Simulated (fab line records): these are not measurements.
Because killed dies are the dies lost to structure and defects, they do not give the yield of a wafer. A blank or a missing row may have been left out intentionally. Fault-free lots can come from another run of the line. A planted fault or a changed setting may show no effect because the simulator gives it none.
Problem report in the 8D (eight disciplines) form, filled by code :: flow gf180mcu :: the parts of the form that need people (team, actions taken, sign-off) are left out

== 1. WHAT IS WRONG ==
Mean V5_CVD_02_THK at GF_V5_THK_MEAS_03: 1991 nm over 3 wafers in 2 lots; fault-free wafers: 1453 nm, standard deviation 20. That puts it +27 standard deviations away from the usual mean.
First seen on wafer L799.3, day 30 15:33, on filmMetro-02. At this step, 36 wafers from 12 lots have a number in the record. Rule for "out" (also "out of limits"): further than 4 standard deviations from the usual mean. All remaining wafers that have a number are taken as sound.

== 2. WHAT IT IS AND WHAT IT IS NOT ==
question: which readings at this step
is: V5_CVD_02_THK
is not: -

question: which lots
is: L799, L800
is not: L790, L792, L793, L794, L797, L798, L801, L806, L808, L809

question: which wafers of those lots
is: L799.3, L799.6, L800.6
is not: L799.2, L800.2, L800.4

question: read on which gauges
is: filmMetro-02, filmMetro-03
is not: -

question: when
is: from day 30 15:33
is not: up to then (19 sound wafers); but 14 sound wafers of L800, L801, L806, L808, L809 came after

== 3. WHAT RULES OUT EACH SUSPECT ==
Counting: if a tool at a process step up to the reading ran every lot that is out, it stays a suspect. Sound lots after the first of them don't rule it out here, since some wafers of a struck lot are sound.
- the gauge at GF_V5_THK_MEAS_03 has been ruled out. Those wafers that are out were read across 2 gauges (filmMetro-02, filmMetro-03).
- pecvd-02 at GF_V5_CVD_02 (deposits SiO2 from TEOS, target thk 1450 nm, time 163.28 s): kept. Every lot that is out went through it, the first being L799 (day 30 15:26); the last sound lot it ran before that was L797 (day 30 00:55).
After counting, what remains is pecvd-02 at GF_V5_CVD_02.

== 4. THE CAUSE (what the simulator had put in) ==
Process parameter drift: pecvd-02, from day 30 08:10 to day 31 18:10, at GF_V5_CVD_02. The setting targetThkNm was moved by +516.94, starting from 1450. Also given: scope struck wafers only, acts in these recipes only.
This tool alone remained once counting was done.

== 5. THE CHAIN OF EFFECTS, in route order ==
Each row: a reading whose mean over the struck wafers that have a number lies more than 3 standard deviations from the usual. Only readings for which the record gives a usual standard deviation are gone through. hours: the time from each lot's start at the first step in this table that gives one to its start at this step, as a median over the lots. sigmas: the change in usual standard deviations.
hours: 0
step: GF_V5_THK_MEAS_03
reading: V5_CVD_02_THK
usual: 1453 nm
on struck wafers: 1991
change: +538
sigmas: +27
Later steps that measure or inspect, where all struck wafers having a row at the step show a number for every such reading and not one has moved that far: GF_V5_BOW_MEAS_05.

== 6. HOW IT WOULD HAVE BEEN CAUGHT EARLIER ==
The first out-of-limits reading at a measuring or inspecting step in this record came at day 30 15:33, 7 hours after the fault's start at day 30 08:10.
Of the tool readings at GF_V5_CVD_02 for which the record gives a usual standard deviation, none was out on any struck wafer, so an alarm limit of 4 standard deviations on them would not have fired.
L800, from the lots that are out (2), started GF_V5_CVD_02 on pecvd-02 later than day 30 15:33. Holding the tool at that time would have saved it.
